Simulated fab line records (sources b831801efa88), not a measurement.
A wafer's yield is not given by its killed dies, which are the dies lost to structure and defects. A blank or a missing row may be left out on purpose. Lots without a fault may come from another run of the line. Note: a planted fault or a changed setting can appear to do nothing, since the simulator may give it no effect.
Split-lot experiment / flow sfq line / on a route of 325 steps: 5 lots, 23 wafers read

== THE SPLIT ==
At SFQ_TRILAYER_I3_VIA_LITHO_COAT_085 (resist thk 650 nm), the setting spin rpm was moved away from the recipe's 3000 rpm on 9 of the 23 wafers read, by -6.9% to +2.6%. For the rest of the wafers, this setting stayed at what the recipe calls for.

Split to reading: the file shows no intervening step.

== THE READING ==
KrF_of_TRILAYER_I3_VIA_LITHO_COAT_085.thk nm (the simulator's own value, which no gauge read), in nm, at SFQ_TRILAYER_I3_VIA_BARC_OPEN_VIA_ETCH_121 (etches BARC in O2, target depth 125 nm, time 41.7 s). There is no usual value for it anywhere in the file. Here, 14 wafers ran the recipe; their average is 572.0 nm with a standard deviation of 2.9 nm.

wafer=L074.2; tool, chamber at the split=litho track-02, 0; spin rpm as run, rpm=3000; against the recipe=recipe; KrF_of_TRILAYER_I3_VIA_LITHO_COAT_085.thk nm, nm=569; against lot-mates on the recipe=-
wafer=L074.3; tool, chamber at the split=litho track-02, 0; spin rpm as run, rpm=3000; against the recipe=recipe; KrF_of_TRILAYER_I3_VIA_LITHO_COAT_085.thk nm, nm=569.8; against lot-mates on the recipe=-
wafer=L074.4; tool, chamber at the split=litho track-02, 0; spin rpm as run, rpm=3000; against the recipe=recipe; KrF_of_TRILAYER_I3_VIA_LITHO_COAT_085.thk nm, nm=570.7; against lot-mates on the recipe=-
wafer=L074.5; tool, chamber at the split=litho track-02, 0; spin rpm as run, rpm=3000; against the recipe=recipe; KrF_of_TRILAYER_I3_VIA_LITHO_COAT_085.thk nm, nm=567.6; against lot-mates on the recipe=-
wafer=L074.6; tool, chamber at the split=litho track-02, 0; spin rpm as run, rpm=3000; against the recipe=recipe; KrF_of_TRILAYER_I3_VIA_LITHO_COAT_085.thk nm, nm=571.8; against lot-mates on the recipe=-
wafer=L076.2; tool, chamber at the split=litho track-04, 0; spin rpm as run, rpm=2938; against the recipe=-2.1%; KrF_of_TRILAYER_I3_VIA_LITHO_COAT_085.thk nm, nm=584; against lot-mates on the recipe=+7.9
wafer=L076.3; tool, chamber at the split=litho track-04, 0; spin rpm as run, rpm=3000; against the recipe=recipe; KrF_of_TRILAYER_I3_VIA_LITHO_COAT_085.thk nm, nm=577.4; against lot-mates on the recipe=-
wafer=L076.4; tool, chamber at the split=litho track-04, 0; spin rpm as run, rpm=2938; against the recipe=-2.1%; KrF_of_TRILAYER_I3_VIA_LITHO_COAT_085.thk nm, nm=580.9; against lot-mates on the recipe=+4.8
wafer=L076.5; tool, chamber at the split=litho track-04, 0; spin rpm as run, rpm=2938; against the recipe=-2.1%; KrF_of_TRILAYER_I3_VIA_LITHO_COAT_085.thk nm, nm=579.9; against lot-mates on the recipe=+3.8
wafer=L076.6; tool, chamber at the split=litho track-04, 0; spin rpm as run, rpm=3000; against the recipe=recipe; KrF_of_TRILAYER_I3_VIA_LITHO_COAT_085.thk nm, nm=574.9; against lot-mates on the recipe=-
wafer=L080.2; tool, chamber at the split=litho track-04, 0; spin rpm as run, rpm=3000; against the recipe=recipe; KrF_of_TRILAYER_I3_VIA_LITHO_COAT_085.thk nm, nm=569.8; against lot-mates on the recipe=-
wafer=L080.3; tool, chamber at the split=litho track-04, 0; spin rpm as run, rpm=3000; against the recipe=recipe; KrF_of_TRILAYER_I3_VIA_LITHO_COAT_085.thk nm, nm=571.9; against lot-mates on the recipe=-
wafer=L080.6; tool, chamber at the split=litho track-04, 0; spin rpm as run, rpm=3000; against the recipe=recipe; KrF_of_TRILAYER_I3_VIA_LITHO_COAT_085.thk nm, nm=571.3; against lot-mates on the recipe=-
wafer=L083.1; tool, chamber at the split=litho track-02, 0; spin rpm as run, rpm=3000; against the recipe=recipe; KrF_of_TRILAYER_I3_VIA_LITHO_COAT_085.thk nm, nm=577.3; against lot-mates on the recipe=-
wafer=L083.2; tool, chamber at the split=litho track-02, 0; spin rpm as run, rpm=3077; against the recipe=+2.6%; KrF_of_TRILAYER_I3_VIA_LITHO_COAT_085.thk nm, nm=566.4; against lot-mates on the recipe=-7.9
wafer=L083.4; tool, chamber at the split=litho track-02, 0; spin rpm as run, rpm=3000; against the recipe=recipe; KrF_of_TRILAYER_I3_VIA_LITHO_COAT_085.thk nm, nm=571.3; against lot-mates on the recipe=-
wafer=L083.5; tool, chamber at the split=litho track-02, 0; spin rpm as run, rpm=3077; against the recipe=+2.6%; KrF_of_TRILAYER_I3_VIA_LITHO_COAT_085.thk nm, nm=568; against lot-mates on the recipe=-6.3
wafer=L083.6; tool, chamber at the split=litho track-02, 0; spin rpm as run, rpm=3077; against the recipe=+2.6%; KrF_of_TRILAYER_I3_VIA_LITHO_COAT_085.thk nm, nm=562.5; against lot-mates on the recipe=-11.8
wafer=L084.1; tool, chamber at the split=litho track-04, 0; spin rpm as run, rpm=3000; against the recipe=recipe; KrF_of_TRILAYER_I3_VIA_LITHO_COAT_085.thk nm, nm=575.3; against lot-mates on the recipe=-
wafer=L084.3; tool, chamber at the split=litho track-04, 0; spin rpm as run, rpm=3000; against the recipe=recipe; KrF_of_TRILAYER_I3_VIA_LITHO_COAT_085.thk nm, nm=570.5; against lot-mates on the recipe=-
wafer=L084.4; tool, chamber at the split=litho track-04, 0; spin rpm as run, rpm=2792; against the recipe=-6.9%; KrF_of_TRILAYER_I3_VIA_LITHO_COAT_085.thk nm, nm=595.8; against lot-mates on the recipe=+22.9
wafer=L084.5; tool, chamber at the split=litho track-04, 0; spin rpm as run, rpm=2792; against the recipe=-6.9%; KrF_of_TRILAYER_I3_VIA_LITHO_COAT_085.thk nm, nm=596.3; against lot-mates on the recipe=+23.4
wafer=L084.6; tool, chamber at the split=litho track-04, 0; spin rpm as run, rpm=2792; against the recipe=-6.9%; KrF_of_TRILAYER_I3_VIA_LITHO_COAT_085.thk nm, nm=599.5; against lot-mates on the recipe=+26.6

THE FIT
A straight line over all 23 wafers: KrF_of_TRILAYER_I3_VIA_LITHO_COAT_085.thk nm changes by -3.49 nm for each +1% of spin rpm; r = -0.96; the points scatter about the line by 2.9 nm.
The same after taking each lot's own level away (the mean of its wafers on the recipe; 23 wafers): -3.44 nm for each +1%; r = -0.98; scatter 2 nm.
On that fit, the largest move of spin rpm shifts the reading by 24 nm.
From 569.78 to 576.15 nm: that is the span of the lots' own levels, equal to 2.2 times the standard deviation above.
The two slopes agree, so the slope changes little with the lot-to-lot level.
Check: for one of the wafers moved furthest among these (-6.9%), held out of the fit, the line's prediction against its lot-mates is +24 nm. Against them it came out at +22.9 nm.

== THE OTHER SPLITS THESE WAFERS WENT THROUGH ==
Other splits were also applied to these wafers ahead of the reading. Each is held against what the fit with the lots' levels taken away leaves over:
other split on the same wafers=SFQ_TRILAYER_I2_VIA_BARC_OPEN_VIA_ETCH_096 source w; wafers away from the commonest value=9; r with KrF_of_TRILAYER_I3_VIA_LITHO_COAT_085.thk nm (lot level and that fit taken away)=-0.11
other split on the same wafers=SFQ_TRILAYER_I2_VIA_ETCH_VIA_ETCH_070 bias w; wafers away from the commonest value=8; r with KrF_of_TRILAYER_I3_VIA_LITHO_COAT_085.thk nm (lot level and that fit taken away)=+0.18
other split on the same wafers=SFQ_TRILAYER_M3_LITHO_COAT_075 spin rpm; wafers away from the commonest value=7; r with KrF_of_TRILAYER_I3_VIA_LITHO_COAT_085.thk nm (lot level and that fit taken away)=-0.34
other split on the same wafers=SFQ_TRILAYER_M3_BARC_OPEN_METAL_ETCH_100 bias w; wafers away from the commonest value=11; r with KrF_of_TRILAYER_I3_VIA_LITHO_COAT_085.thk nm (lot level and that fit taken away)=-0.26

== THE WHOLE CHAIN: every reading that the file lists as answering this split, in the file's order ==
step=SFQ_TRILAYER_I3_VIA_LITHO_COAT_085; what it does=resist thk 650 nm; reading=KrF_of_TRILAYER_I3_VIA_LITHO_COAT_085.thk nm (the simulator's own value, which no gauge read); change (the file's fit)=-3.48 nm for each +1% of the setting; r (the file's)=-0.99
step=SFQ_TRILAYER_I3_VIA_BARC_OPEN_VIA_ETCH_121; what it does=etches BARC in O2, target depth 125 nm, time 41.7 s; reading=KrF_of_TRILAYER_I3_VIA_LITHO_COAT_085.thk nm (the simulator's own value, which no gauge read); change (the file's fit)=-3.43 nm for each +1% of the setting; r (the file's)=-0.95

== THE FILE'S OWN FIT ==
KrF_of_TRILAYER_I3_VIA_LITHO_COAT_085.thk nm changes by -3.43 nm for each +1% of spin rpm, r = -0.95.
